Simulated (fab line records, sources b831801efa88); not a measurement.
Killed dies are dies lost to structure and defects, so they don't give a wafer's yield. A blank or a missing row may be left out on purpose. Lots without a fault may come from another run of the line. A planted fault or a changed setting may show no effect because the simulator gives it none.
fab line records | flow sky130
record lots=24 wafers=72 last_day=51
route steps=708 shown VIA1@472 METAL2@485 METAL3@534 VIA3@589 METAL4@599
lots that met no fault: from a run of the same line without faults
start_h: hours from the record's first day to the start of the lot's first wafer shown | wait_h: hours since the lot's step before | " the same as in the row above | L1.1+2: a row that stands for several wafers | - no value, or no start given | * or withheld: withheld | < > ~ a bound
route shown NAME@n: a module of which the file shows steps, and the number in the route of the first | usual: mean/standard deviation of fault-free wafers | same: alike in all rows | chamber/n: place in a boat | sites: the reading at each site | _std_site: their standard deviation | _edge_site: outer sites' mean less inner sites' | radius_mm: how far each site lies from the wafer's centre | mask NAME#n: copy n | behind: the tool/chamber that last shaped the wafer | hold: why the lot was held/for how many hours/how that ended | device: the transistor (n, p or np) that didn't switch | end of line: the same wafers' tests at the end of the route | a step without rows: its recipe alone | killed: dies lost to structure and defects at the first sort, not the wafer's yield | map: a wafer's dies, x killed, . not, _ none there
set.NAME: the setting as run; set.NAME@STEP: as run at that earlier step | model.NAME: the simulator's own value behind a step, which no gauge read
steps of the route over a sample of lots; a table a step, a row a wafer
services: from which hour (start_h, from the record's first day; less than 0 if before it) a tool's chamber was out of use, for how many hours, and why
## steps
# step SKY_VIA1_ETCH_14
# recipe chemistry=N2/H2 target=BARC ion_energy_ev=200 source_w=500 bias_w=100 pressure_mtorr=30 n2_flow_sccm=100 h2_flow_sccm=200 stop_on=SiO2 time_s=45.9 target_depth_a=600
# usual drypump_motor_current_A=5.7/0.58 h2_flow_sccm=200.0/0.59 oes_product_au=0.855/0.0047 throttle_valve_pct=13.225/0.0084
# columns lot.wafer tool chamber start_h wait_h drypump_motor_current_A h2_flow_sccm oes_product_au rf_hours_counter_h throttle_valve_pct
L074.1 rie_diel-03 1 831.06 0.0 6.6 201.8 0.862 3 13.220
L074.2 " 0 " " 4.8 199.6 0.859 5 13.222
L074.3 " 2 " " 5.9 200.7 0.848 21 13.219
L075.1 rie_diel-03 1 838.71 0.0 6.6 200.0 0.850 3 13.234
L075.3 " 0 " " 4.8 199.9 0.854 6 13.223
L075.4 " 2 " " 5.9 199.4 0.860 21 13.223
L076.1 rie_diel-02 3 841.16 0.0 5.8 199.5 0.854 3 13.229
L076.2 " 1 " " 4.9 199.6 0.851 7 13.230
L076.4 " 2 " " 6.3 200.2 0.855 22 13.231
L077.1 rie_diel-03 3 866.46 0.0 6.3 199.2 0.850 23 13.220
L077.2 " 0 " " 4.8 200.3 0.863 6 13.207
L077.5 " 3 " " 6.3 199.8 0.857 - 13.219
L078.4 rie_diel-02 1 870.15 0.0 4.9 199.5 0.861 - 13.222
L078.5 " 0 " " 5.3 200.1 0.849 - 13.204
L078.6 " 3 " " 5.8 200.1 0.856 - 13.226
L079.2 rie_diel-02 1 872.46 0.0 4.9 200.5 0.861 8 13.248
L079.3 " 3 " " 5.8 200.6 0.858 4 13.221
L079.6 " 0 " " 5.3 200.5 0.855 - 13.230
L080.1 rie_diel-03 2 875.56 0.0 5.9 200.8 0.852 22 13.217
L080.2 " 3 " " 6.3 198.9 0.851 23 13.229
L080.6 " 2 " " 5.9 200.6 0.860 - 13.225
L081.2 rie_diel-01 3 890.26 0.0 5.7 200.0 0.851 13 13.217
L081.3 " 0 " " 5.8 201.2 0.856 15 13.235
L081.5 " 0 " " 5.8 200.4 0.853 - 13.224
L082.1 rie_diel-02 3 897.56 0.0 5.8 199.5 0.852 5 13.225
L082.3 " 2 " " 6.3 200.6 0.855 0 13.227
L082.6 " 2 " " 6.4 200.6 0.851 - 13.226
L083.2 rie_diel-03 3 900.49 0.0 6.3 199.4 0.857 24 13.222
L083.4 " 1 " " 6.6 200.1 0.848 - 13.230
L083.6 " 3 " " 6.3 200.0 0.856 - 13.211
L084.1 rie_diel-01 3 911.79 0.0 5.6 200.3 0.864 14 13.232
L084.2 " 1 " " 4.9 199.5 0.861 4 13.215
L084.5 " 2 " " 5.9 199.9 0.859 - 13.246
L085.2 rie_diel-01 3 921.16 0.0 5.7 199.2 0.857 14 13.227
L085.4 " 0 " " 5.8 200.8 0.857 16 13.215
L085.5 " 0 " " 5.8 200.8 0.856 - 13.227
L086.2 rie_diel-01 1 929.06 0.0 5.0 199.8 0.854 5 13.234
L086.3 " 0 " " 5.8 199.7 0.853 17 13.230
L086.6 " 0 " " 5.8 200.1 0.851 - 13.229
L088.3 rie_diel-03 3 932.81 0.0 6.4 200.8 0.864 25 13.222
L088.4 " 0 " " 4.7 199.8 0.847 9 13.224
L088.6 " 2 " " 5.9 200.6 0.851 - 13.231
L087.3 rie_diel-02 3 937.06 0.0 5.8 199.4 0.851 5 13.232
L087.4 " 1 " " 4.9 199.9 0.847 9 13.228
L087.6 " 2 " " 6.3 199.8 0.847 - 13.227
L089.1 rie_diel-02 2 939.94 0.0 6.3 199.1 0.856 1 13.224
L089.5 " 3 " " 5.8 199.6 0.851 - 13.229
L089.6 " 2 " " 6.3 199.8 0.849 - 13.216
L090.1 rie_diel-01 3 949.34 0.0 5.6 198.5 0.853 15 13.230
L090.4 " 0 " " 5.8 200.1 0.853 17 13.240
L090.5 " 0 " " 5.8 198.8 0.862 - 13.210
L091.2 rie_diel-03 1 953.01 0.0 6.6 199.7 0.857 7 13.236
L091.3 " 3 " " 6.3 199.9 0.853 26 13.225
L091.6 " 1 " " 6.6 200.6 0.857 - 13.226
L092.1 rie_diel-02 0 958.31 0.0 5.3 199.9 0.858 4 13.216
L092.3 " 3 " " 5.8 200.1 0.855 6 13.217
L092.4 " 1 " " 4.9 200.3 0.857 10 13.227
L093.2 rie_diel-02 3 964.96 0.0 5.8 199.9 0.843 6 13.230
L093.3 " 0 " " 5.3 198.9 0.860 4 13.223
L093.4 " 2 " " 6.4 199.8 0.854 2 13.232
L094.1 rie_diel-03 3 969.69 0.0 6.3 199.7 0.853 26 13.229
L094.2 " 2 " " 5.9 199.9 0.851 24 13.225
L094.6 " 0 " " 4.8 200.1 0.846 - 13.230
L095.1 rie_diel-03 3 980.56 0.0 6.3 198.8 0.853 27 13.244
L095.2 " 1 " " 6.6 200.4 0.853 8 13.229
L095.4 " 2 " " 5.9 199.6 0.858 24 13.228
L096.2 rie_diel-01 2 986.11 0.0 5.9 200.1 0.855 7 13.208
L096.3 " 0 " " 5.8 199.5 0.854 18 13.213
L096.6 " 0 " " 5.8 199.3 0.857 - 13.235
L097.1 rie_diel-01 0 990.99 0.0 5.7 200.0 0.858 18 13.224
L097.2 " 3 " " 5.6 201.3 0.845 16 13.220
L097.3 " 2 " " 5.9 200.7 0.857 7 13.232
# step SKY_METAL2_SPUTTER_02
# recipe material=AlCu target_thk_nm=250 power_w=10600 time_s=13.3 chamber_pressure_pa=0.4
# usual chamber_pressure_pa=0.3999/0.00068 throttle_valve_pct=30.3/1.1
# columns lot.wafer tool chamber start_h wait_h chamber_pressure_pa throttle_valve_pct
L074.1 pvd_sputter-03 - 832.47 0.0 0.4011 29.3
L074.2 " - " " 0.3999 29.4
L074.3 " - " " 0.3987 31.9
L075.1 pvd_sputter-03 - 840.07 0.0 0.3998 30.5
L075.3 " - " " 0.3999 29.7
L075.4 " - " " 0.4007 31.8
L076.1 pvd_sputter-03 - 842.62 0.0 0.3997 32.0
L076.2 " - " " 0.3983 30.2
L076.4 " - " " 0.4013 29.4
L077.1 pvd_sputter-04 - 868.23 0.0 0.3993 30.9
L077.2 " - " " 0.4004 30.9
L077.5 " - " " 0.4001 30.8
L078.4 pvd_sputter-04 - 872.00 0.0 0.3999 31.1
L078.5 " - " " 0.4004 31.1
L078.6 " - " " 0.4004 30.7
L079.2 pvd_sputter-01 - 873.82 0.0 0.4010 31.1
L079.3 " - " " 0.4014 30.2
L079.6 " - " " 0.3999 27.7
L080.1 pvd_sputter-03 - 876.97 0.0 0.4013 29.5
L080.2 " - " " 0.3998 31.9
L080.6 " - " " 0.3996 29.4
L081.2 pvd_sputter-03 - 891.66 0.0 0.3994 30.5
L081.3 " - " " 0.4009 29.6
L081.5 " - " " 0.3998 32.1
L082.1 pvd_sputter-01 - 898.93 0.0 0.4011 29.7
L082.3 " - " " 0.3986 27.8
L082.6 " - " " 0.4005 29.7
L083.2 pvd_sputter-03 - 901.85 0.0 0.4005 29.5
L083.4 " - " " 0.3995 29.6
L083.6 " - " " 0.3994 31.9
L084.1 pvd_sputter-01 - 913.15 0.0 0.3999 27.8
L084.2 " - " " 0.4001 30.1
L084.5 " - " " 0.4002 30.7
L085.2 pvd_sputter-03 - 922.64 0.0 0.3989 29.8
L085.4 " - " " 0.4004 29.2
L085.5 " - " " 0.4012 30.4
L086.2 pvd_sputter-04 - 930.42 0.0 0.3991 30.7
L086.3 " - " " 0.3987 31.2
L086.6 " - " " 0.3991 31.0
L088.3 pvd_sputter-01 - 934.17 0.0 0.4002 30.2
L088.4 " - " " 0.4002 27.7
L088.6 " - " " 0.3996 31.1
L087.3 pvd_sputter-04 - 939.08 0.0 0.4002 30.5
L087.4 " - " " 0.3997 30.9
L087.6 " - " " 0.3993 31.0
L089.1 pvd_sputter-03 - 941.30 0.0 0.4009 29.5
L089.5 " - " " 0.4008 30.3
L089.6 " - " " 0.4004 32.0
L090.1 pvd_sputter-04 - 950.73 0.0 0.3992 31.2
L090.4 " - " " 0.3997 30.8
L090.5 " - " " 0.3994 30.6
L091.2 pvd_sputter-03 - 954.38 0.0 0.3995 29.4
L091.3 " - " " 0.3984 29.7
L091.6 " - " " 0.3996 31.9
L092.1 pvd_sputter-04 - 959.67 0.0 0.3989 30.9
L092.3 " - " " 0.3992 31.0
L092.4 " - " " 0.3998 30.5
L093.2 pvd_sputter-01 - 966.42 0.0 0.3984 29.5
L093.3 " - " " 0.4004 27.8
L093.4 " - " " 0.3997 30.8
L094.1 pvd_sputter-03 - 971.06 0.0 0.3993 29.5
L094.2 " - " " 0.3995 29.9
L094.6 " - " " 0.3991 29.6
L095.1 pvd_sputter-01 - 981.93 0.0 0.3990 29.7
L095.2 " - " " 0.3998 30.1
L095.4 " - " " 0.3987 30.4
L096.2 pvd_sputter-04 - 987.47 0.0 0.3996 30.8
L096.3 " - " " 0.3995 30.4
L096.6 " - " " 0.3988 30.1
L097.1 pvd_sputter-03 - 992.35 0.0 0.3994 29.3
L097.2 " - " " 0.4012 32.1
L097.3 " - " " 0.3999 30.0
# step SKY_METAL3_SPUTTER_02
# recipe material=AlCu target_thk_nm=735 power_w=10600 time_s=39.1 chamber_pressure_pa=0.4
# usual chamber_pressure_pa=0.4001/0.0008 throttle_valve_pct=30.2/1.1
# columns lot.wafer tool chamber start_h wait_h chamber_pressure_pa throttle_valve_pct
L074.1 pvd_sputter-01 - 888.98 0.0 0.4011 29.8
L074.2 " - " " 0.4010 30.2
L074.3 " - " " 0.4006 30.9
L075.1 pvd_sputter-02 - 896.89 0.0 0.3986 30.7
L075.3 " - " " 0.3998 30.4
L075.4 " - " " 0.4012 29.8
L076.1 pvd_sputter-03 - 899.27 0.0 0.3992 30.2
L076.2 " - " " 0.4012 31.9
L076.4 " - " " 0.4014 29.6
L077.1 pvd_sputter-01 - 924.23 0.0 0.3998 27.9
L077.2 " - " " 0.3999 30.3
L077.5 " - " " 0.4005 29.9
L078.4 pvd_sputter-02 - 928.02 0.0 0.4008 30.9
L078.5 " - " " 0.3993 30.1
L078.6 " - " " 0.4001 32.1
L079.2 pvd_sputter-01 - 930.37 0.0 0.4007 27.9
L079.3 " - " " 0.4004 30.2
L079.6 " - " " 0.3988 31.0
L080.1 pvd_sputter-03 - 933.77 0.0 0.3990 30.4
L080.2 " - " " 0.4006 32.0
L080.6 " - " " 0.4001 30.2
L081.2 pvd_sputter-01 - 946.75 0.0 0.4001 31.2
L081.3 " - " " 0.4000 29.7
L081.5 " - " " 0.4005 27.9
L082.1 pvd_sputter-02 - 954.01 0.0 0.3996 30.9
L082.3 " - " " 0.4002 29.7
L082.6 " - " " 0.3995 32.0
L083.2 pvd_sputter-02 - 957.03 0.0 0.4010 31.9
L083.4 " - " " 0.4001 30.2
L083.6 " - " " 0.4018 30.0
L084.1 pvd_sputter-02 - 966.98 0.0 0.3985 29.6
L084.2 " - " " 0.4004 31.1
L084.5 " - " " 0.4014 30.7
L085.2 pvd_sputter-03 - 977.34 0.0 0.4000 29.4
L085.4 " - " " 0.4000 30.4
L085.5 " - " " 0.4007 29.7
L086.2 pvd_sputter-01 - 984.42 0.0 0.4010 29.6
L086.3 " - " " 0.4002 30.3
L086.6 " - " " 0.4001 27.9
L088.3 pvd_sputter-02 - 988.57 0.0 0.3986 30.9
L088.4 " - " " 0.3999 30.0
L088.6 " - " " 0.3996 29.9
L087.3 pvd_sputter-02 - 991.63 0.0 0.3998 31.8
L087.4 " - " " 0.3998 30.3
L087.6 " - " " 0.3996 30.8
L089.1 pvd_sputter-01 - 994.95 0.0 0.4001 29.7
L089.5 " - " " 0.4008 31.3
L089.6 " - " " 0.4008 30.4
L090.1 pvd_sputter-02 - 1005.33 0.0 0.3995 30.3
L090.4 " - " " 0.3995 32.2
L090.5 " - " " 0.4003 31.1
L091.2 pvd_sputter-03 - 1007.59 0.0 0.4009 29.7
L091.3 " - " " 0.3992 31.8
L091.6 " - " " 0.4002 29.3
L092.1 pvd_sputter-03 - 1012.82 0.0 0.3992 29.9
L092.3 " - " " 0.3998 30.6
L092.4 " - " " 0.4012 29.4
L093.2 pvd_sputter-02 - 1019.70 0.0 0.3992 30.1
L093.3 " - " " 0.4002 30.9
L093.4 " - " " 0.3999 29.9
L094.1 pvd_sputter-03 - 1024.30 0.0 0.3994 30.2
L094.2 " - " " 0.3998 29.4
L094.6 " - " " 0.4003 29.4
L095.1 pvd_sputter-03 - 1033.87 0.0 0.4009 31.9
L095.2 " - " " 0.4006 29.6
L095.4 " - " " 0.4001 30.2
L096.2 pvd_sputter-02 - 1039.20 0.0 0.4005 30.9
L096.3 " - " " 0.4002 30.1
L096.6 " - " " 0.3998 30.0
L097.1 pvd_sputter-01 - 1043.96 0.0 0.3988 30.7
L097.2 " - " " 0.4008 28.0
L097.3 " - " " 0.4004 30.5
# step SKY_METAL3_STRIP_19
# recipe chemistry=O2/N2 power_w=1400 pressure_mtorr=1500 platen_temp_c=withheld o2_flow_sccm=3000 n2_flow_sccm=300 overash_fraction=0.5
# usual drypump_motor_current_A=5.8/0.73 oes_product_au=0.503/0.0062 strip_time_to_endpoint_s=6.57/0.098
# columns lot.wafer tool chamber start_h wait_h drypump_motor_current_A oes_product_au rf_hours_counter_h strip_time_to_endpoint_s
L074.1 plasma_asher-02 1 941.27 0.1 6.7 0.493 81 6.32
L074.2 " 0 " " 4.8 0.504 81 6.51
L074.3 " 1 " " 6.6 0.503 - 6.54
L075.1 plasma_asher-03 1 950.32 0.1 5.1 0.499 112 6.52
L075.3 " 1 " " 5.1 0.502 - 6.66
L075.4 " 0 " " 5.8 0.497 - 6.48
L076.1 plasma_asher-03 1 952.19 0.1 5.1 0.521 112 6.76
L076.2 " 0 " " 5.8 0.504 112 6.66
L076.4 " 1 " " 5.1 0.518 - 6.74
L077.1 plasma_asher-02 0 977.17 0.1 4.8 0.508 86 6.67
L077.2 " 1 " " 6.7 0.498 86 6.54
L077.5 " 1 " " 6.7 0.506 - 6.59
L078.4 plasma_asher-02 0 979.79 0.1 4.8 0.509 - 6.56
L078.5 " 1 " " 6.7 0.501 - 6.50
L078.6 " 0 " " 4.8 0.508 - 6.54
L079.2 plasma_asher-02 1 982.39 0.1 6.6 0.496 86 6.51
L079.3 " 1 " " 6.6 0.497 - 6.51
L079.6 " 1 " " 6.6 0.506 - 6.50
L080.1 plasma_asher-02 1 986.09 0.1 6.6 0.513 87 6.55
L080.2 " 0 " " 4.8 0.503 87 6.48
L080.6 " 1 " " 6.7 0.503 - 6.51
L081.2 plasma_asher-01 0 998.29 0.1 5.8 0.512 23 6.69
L081.3 " 0 " " 5.7 0.501 - 6.58
L081.5 " 0 " " 5.8 0.500 - 6.59
L082.1 plasma_asher-02 0 1005.33 0.1 4.8 0.507 88 6.60
L082.3 " 0 " " 4.8 0.493 - 6.36
L082.6 " 0 " " 4.8 0.505 - 6.59
L083.2 plasma_asher-03 0 1009.19 0.1 5.8 0.498 120 6.61
L083.4 " 0 " " 5.8 0.511 - 6.63
L083.6 " 1 " " 5.1 0.512 - 6.59
L084.1 plasma_asher-01 0 1017.12 0.1 5.8 0.504 25 6.52
L084.2 " 1 " " 6.6 0.515 25 6.67
L084.5 " 0 " " 5.8 0.502 - 6.54
L085.2 plasma_asher-02 0 1028.69 0.1 4.8 0.503 91 6.49
L085.4 " 0 " " 4.8 0.500 - 6.45
L085.5 " 0 " " 4.8 0.505 - 6.50
L086.2 plasma_asher-02 0 1034.73 0.1 4.8 0.507 92 6.57
L086.3 " 0 " " 4.8 0.504 - 6.57
L086.6 " 0 " " 4.8 0.494 - 6.54
L088.3 plasma_asher-03 0 1038.62 0.1 5.7 0.512 - 6.73
L088.4 " 1 " " 5.1 0.515 - 6.69
L088.6 " 1 " " 5.1 0.503 - 6.71
L087.3 plasma_asher-03 0 1041.42 0.1 5.7 0.499 - 6.40
L087.4 " 1 " " 5.1 0.505 - 6.53
L087.6 " 0 " " 5.8 0.499 - 6.36
L089.1 plasma_asher-03 1 1043.58 0.1 5.1 0.513 123 6.65
L089.5 " 1 " " 5.2 0.495 - 6.42
L089.6 " 0 " " 5.8 0.500 - 6.61
L090.1 plasma_asher-01 0 1054.47 0.3 5.8 0.486 29 6.57
L090.4 " 1 " " 6.6 0.504 - 6.66
L090.5 " 0 " " 5.8 0.506 - 6.62
L091.2 plasma_asher-01 0 1056.14 0.1 5.8 0.503 29 6.50
L091.3 " 1 " " 6.6 0.511 - 6.70
L091.6 " 0 " " 5.8 0.514 - 6.71
L092.1 plasma_asher-01 1 1061.66 0.1 6.6 0.504 30 6.46
L092.3 " 1 " " 6.6 0.502 - 6.47
L092.4 " 0 " " 5.8 0.509 - 6.71
L093.2 plasma_asher-02 1 1065.77 0.1 6.6 0.505 94 6.63
L093.3 " 0 " " 4.8 0.507 - 6.63
L093.4 " 1 " " 6.7 0.504 - 6.67
L094.1 plasma_asher-01 0 1072.18 0.1 5.8 0.504 32 6.68
L094.2 " 1 " " 6.6 0.497 32 6.49
L094.6 " 1 " " 6.6 0.497 - 6.55
L095.1 plasma_asher-03 1 1081.84 0.1 5.1 0.496 2 6.56
L095.2 " 0 " " 5.7 0.508 2 6.64
L095.4 " 0 " " 5.7 0.509 - 6.60
L096.2 plasma_asher-01 0 1085.79 0.1 5.8 0.513 33 6.60
L096.3 " 0 " " 5.8 0.508 - 6.82
L096.6 " 1 " " 6.6 0.500 - 6.61
L097.1 plasma_asher-02 1 1090.88 0.1 6.7 0.501 95 6.67
L097.2 " 0 " " 4.8 0.508 95 6.50
L097.3 " 1 " " 6.6 0.510 - 6.54
# step SKY_VIA3_STRIP_16
# recipe chemistry=O2/N2 power_w=1400 pressure_mtorr=1500 platen_temp_c=withheld o2_flow_sccm=3000 n2_flow_sccm=300 overash_fraction=0.5
# usual drypump_motor_current_A=5.6/0.49 oes_product_au=0.402/0.0051 strip_time_to_endpoint_s=4.141/0.029
# columns lot.wafer tool chamber start_h wait_h drypump_motor_current_A oes_product_au rf_hours_counter_h strip_time_to_endpoint_s
L074.1 plasma_asher-03 0 968.04 0.0 5.7 0.401 115 4.141
L074.2 " 1 " " 5.1 0.398 115 4.109
L074.3 " 0 " " 5.7 0.401 - 4.144
L075.1 plasma_asher-04 1 977.26 0.0 5.4 0.397 52 4.102
L075.3 " 1 " " 5.4 0.400 - 4.141
L075.4 " 0 " " 5.8 0.390 - 4.116
L076.1 plasma_asher-03 0 979.41 0.0 5.8 0.402 117 4.108
L076.2 " 1 " " 5.1 0.406 117 4.153
L076.4 " 1 " " 5.1 0.404 - 4.125
L077.1 plasma_asher-04 0 1003.49 0.0 5.8 0.405 55 4.163
L077.2 " 1 " " 5.4 0.398 55 4.124
L077.5 " 0 " " 5.8 0.410 - 4.136
L078.4 plasma_asher-04 1 1005.94 0.1 5.4 0.402 - 4.122
L078.5 " 1 " " 5.4 0.404 - 4.160
L078.6 " 0 " " 5.8 0.396 - 4.108
L079.2 plasma_asher-04 0 1009.08 0.0 5.8 0.411 55 4.183
L079.3 " 0 " " 5.8 0.406 - 4.154
L079.6 " 0 " " 5.8 0.404 - 4.153
L080.1 plasma_asher-03 1 1011.91 0.0 5.1 0.396 120 4.113
L080.2 " 0 " " 5.7 0.393 120 4.174
L080.6 " 1 " " 5.1 0.402 - 4.165
L081.2 plasma_asher-02 0 1024.01 0.0 4.8 0.397 90 4.070
L081.3 " 1 " " 6.6 0.393 - 4.098
L081.5 " 0 " " 4.8 0.399 - 4.064
L082.1 plasma_asher-04 1 1031.81 0.0 5.4 0.409 58 4.192
L082.3 " 1 " " 5.4 0.409 - 4.166
L082.6 " 0 " " 5.8 0.406 - 4.166
L083.2 plasma_asher-03 1 1034.86 0.0 5.1 0.401 122 4.132
L083.4 " 1 " " 5.1 0.393 - 4.109
L083.6 " 0 " " 5.8 0.404 - 4.166
L084.1 plasma_asher-03 0 1042.51 0.0 5.7 0.401 123 4.162
L084.2 " 1 " " 5.1 0.402 123 4.117
L084.5 " 0 " " 5.8 0.405 - 4.147
L085.2 plasma_asher-03 0 1053.56 0.0 5.8 0.405 124 4.118
L085.4 " 0 " " 5.8 0.401 - 4.150
L085.5 " 0 " " 5.8 0.398 - 4.146
L086.2 plasma_asher-02 0 1059.81 0.0 4.8 0.401 93 4.083
L086.3 " 1 " " 6.6 0.392 - 4.079
L086.6 " 1 " " 6.6 0.403 - 4.105
L088.3 plasma_asher-04 0 1063.29 0.1 5.8 0.405 - 4.113
L088.4 " 1 " " 5.4 0.407 - 4.142
L088.6 " 1 " " 5.4 0.403 - 4.109
L087.3 plasma_asher-03 1 1064.79 0.1 5.1 0.400 - 4.154
L087.4 " 0 " " 5.8 0.403 - 4.169
L087.6 " 0 " " 5.8 0.402 - 4.122
L089.1 plasma_asher-03 0 1068.11 0.0 5.7 0.398 0 4.155
L089.5 " 0 " " 5.8 0.398 - 4.136
L089.6 " 1 " " 5.1 0.393 - 4.149
L090.1 plasma_asher-04 1 1078.56 0.0 5.4 0.412 63 4.122
L090.4 " 0 " " 5.8 0.406 - 4.110
L090.5 " 0 " " 5.8 0.393 - 4.117
L091.2 plasma_asher-04 1 1080.01 0.0 5.4 0.406 63 4.126
L091.3 " 1 " " 5.4 0.398 - 4.127
L091.6 " 1 " " 5.4 0.395 - 4.119
L092.1 plasma_asher-02 0 1085.65 0.0 4.8 0.403 95 4.183
L092.3 " 0 " " 4.8 0.402 - 4.149
L092.4 " 1 " " 6.7 0.405 - 4.134
L093.2 plasma_asher-02 1 1089.46 0.0 6.7 0.401 95 4.155
L093.3 " 0 " " 4.8 0.404 - 4.179
L093.4 " 1 " " 6.7 0.405 - 4.195
L094.1 plasma_asher-03 1 1096.81 0.0 5.1 0.407 3 4.184
L094.2 " 0 " " 5.7 0.402 3 4.134
L094.6 " 0 " " 5.8 0.397 - 4.209
L095.1 plasma_asher-02 1 1105.21 0.0 6.7 0.403 96 4.154
L095.2 " 0 " " 4.8 0.409 96 4.157
L095.4 " 0 " " 4.8 0.411 - 4.167
L096.2 plasma_asher-04 1 1108.66 0.0 5.4 0.396 66 4.080
L096.3 " 1 " " 5.4 0.408 - 4.136
L096.6 " 0 " " 5.8 0.404 - 4.076
L097.1 plasma_asher-04 0 1113.46 0.0 5.8 0.402 67 4.174
L097.2 " 1 " " 5.4 0.407 67 4.189
L097.3 " 0 " " 5.8 0.400 - 4.182
# step SKY_METAL4_SPUTTER_01
# recipe material=TiN target_thk_nm=20 power_w=6500 time_s=16.7 chamber_pressure_pa=0.3932
# usual chamber_pressure_pa=0.3932/0.0008 throttle_valve_pct=30.6/0.8
# columns lot.wafer tool chamber start_h wait_h chamber_pressure_pa throttle_valve_pct
L074.1 pvd_sputter-02 - 969.35 0.0 0.3947 30.4
L074.2 " - " " 0.3920 31.0
L074.3 " - " " 0.3927 29.8
L075.1 pvd_sputter-04 - 978.75 0.0 0.3930 30.8
L075.3 " - " " 0.3929 30.8
L075.4 " - " " 0.3930 30.5
L076.1 pvd_sputter-03 - 980.69 0.0 0.3930 29.4
L076.2 " - " " 0.3930 31.8
L076.4 " - " " 0.3940 30.4
L077.1 pvd_sputter-03 - 1004.78 0.0 0.3927 32.2
L077.2 " - " " 0.3945 29.3
L077.5 " - " " 0.3922 32.0
L078.4 pvd_sputter-04 - 1007.20 0.0 0.3938 31.0
L078.5 " - " " 0.3932 31.0
L078.6 " - " " 0.3930 31.1
L079.2 pvd_sputter-04 - 1010.54 0.0 0.3920 30.6
L079.3 " - " " 0.3932 30.8
L079.6 " - " " 0.3911 30.6
L080.1 pvd_sputter-03 - 1013.62 0.0 0.3931 30.2
L080.2 " - " " 0.3921 29.5
L080.6 " - " " 0.3936 32.0
L081.2 pvd_sputter-04 - 1025.51 0.0 0.3942 30.8
L081.3 " - " " 0.3931 30.6
L081.5 " - " " 0.3943 30.8
L082.1 pvd_sputter-03 - 1033.24 0.0 0.3933 29.5
L082.3 " - " " 0.3953 30.3
L082.6 " - " " 0.3944 30.5
L083.2 pvd_sputter-04 - 1036.23 0.0 0.3925 30.6
L083.4 " - " " 0.3935 30.7
L083.6 " - " " 0.3931 31.1
L084.1 pvd_sputter-02 - 1043.79 0.0 0.3927 29.7
L084.2 " - " " 0.3940 32.2
L084.5 " - " " 0.3942 30.8
L085.2 pvd_sputter-03 - 1054.87 0.0 0.3938 29.4
L085.4 " - " " 0.3928 29.5
L085.5 " - " " 0.3943 30.5
L086.2 pvd_sputter-02 - 1061.18 0.0 0.3932 31.9
L086.3 " - " " 0.3922 29.9
L086.6 " - " " 0.3928 30.9
L088.3 pvd_sputter-03 - 1065.03 0.0 0.3929 30.3
L088.4 " - " " 0.3932 31.7
L088.6 " - " " 0.3928 32.1
L087.3 pvd_sputter-04 - 1066.10 0.0 0.3952 30.7
L087.4 " - " " 0.3926 30.5
L087.6 " - " " 0.3932 30.4
L089.1 pvd_sputter-02 - 1069.39 0.0 0.3933 30.3
L089.5 " - " " 0.3939 30.1
L089.6 " - " " 0.3920 30.2
L090.1 pvd_sputter-03 - 1079.88 0.0 0.3943 29.6
L090.4 " - " " 0.3935 31.7
L090.5 " - " " 0.3931 29.4
L091.2 pvd_sputter-04 - 1081.42 0.0 0.3935 30.6
L091.3 " - " " 0.3939 31.0
L091.6 " - " " 0.3930 30.6
L092.1 pvd_sputter-03 - 1086.94 0.0 0.3943 29.4
L092.3 " - " " 0.3935 31.7
L092.4 " - " " 0.3939 30.2
L093.2 pvd_sputter-02 - 1090.74 0.0 0.3940 31.8
L093.3 " - " " 0.3932 30.2
L093.4 " - " " 0.3927 32.1
L094.1 pvd_sputter-04 - 1098.10 0.0 0.3924 30.9
L094.2 " - " " 0.3924 30.9
L094.6 " - " " 0.3921 30.8
L095.1 pvd_sputter-04 - 1106.69 0.0 0.3934 30.4
L095.2 " - " " 0.3927 30.5
L095.4 " - " " 0.3931 31.0
L096.2 pvd_sputter-02 - 1109.94 0.0 0.3929 32.0
L096.3 " - " " 0.3936 30.9
L096.6 " - " " 0.3926 30.0
L097.1 pvd_sputter-03 - 1114.86 0.0 0.3941 32.1
L097.2 " - " " 0.3926 30.4
L097.3 " - " " 0.3935 29.5
## services
# columns tool chamber start_h hours kind
pvd_sputter-03 - 818.45 7.7 repair
plasma_asher-02 - 834.87 1.0 repair
rie_diel-01 0 842.46 7.6 repair
plasma_asher-02 - 842.66 2.9 repair
rie_diel-01 1 843.13 3.0 repair
rie_diel-01 1 847.01 5.0 repair
pvd_sputter-02 - 863.09 2.9 repair
pvd_sputter-03 - 869.40 3.0 repair
rie_diel-03 2 900.36 14.8 repair
plasma_asher-04 - 908.31 28.1 pm
rie_diel-02 - 920.75 15.6 pm
rie_diel-03 2 949.91 10.2 repair
rie_diel-03 2 961.05 5.2 repair
plasma_asher-04 - 962.85 11.0 pm
pvd_sputter-01 - 977.75 1.7 repair
pvd_sputter-04 - 988.61 3.7 repair
rie_diel-02 0 996.46 7.6 repair
pvd_sputter-01 - 1022.04 2.3 repair
rie_diel-02 3 1037.15 3.4 repair
plasma_asher-02 - 1041.08 14.6 pm
plasma_asher-03 - 1055.25 9.0 pm
pvd_sputter-03 - 1066.26 3.9 repair
plasma_asher-02 - 1071.60 11.2 repair
pvd_sputter-01 - 1090.70 10.6 repair
## key
fault none
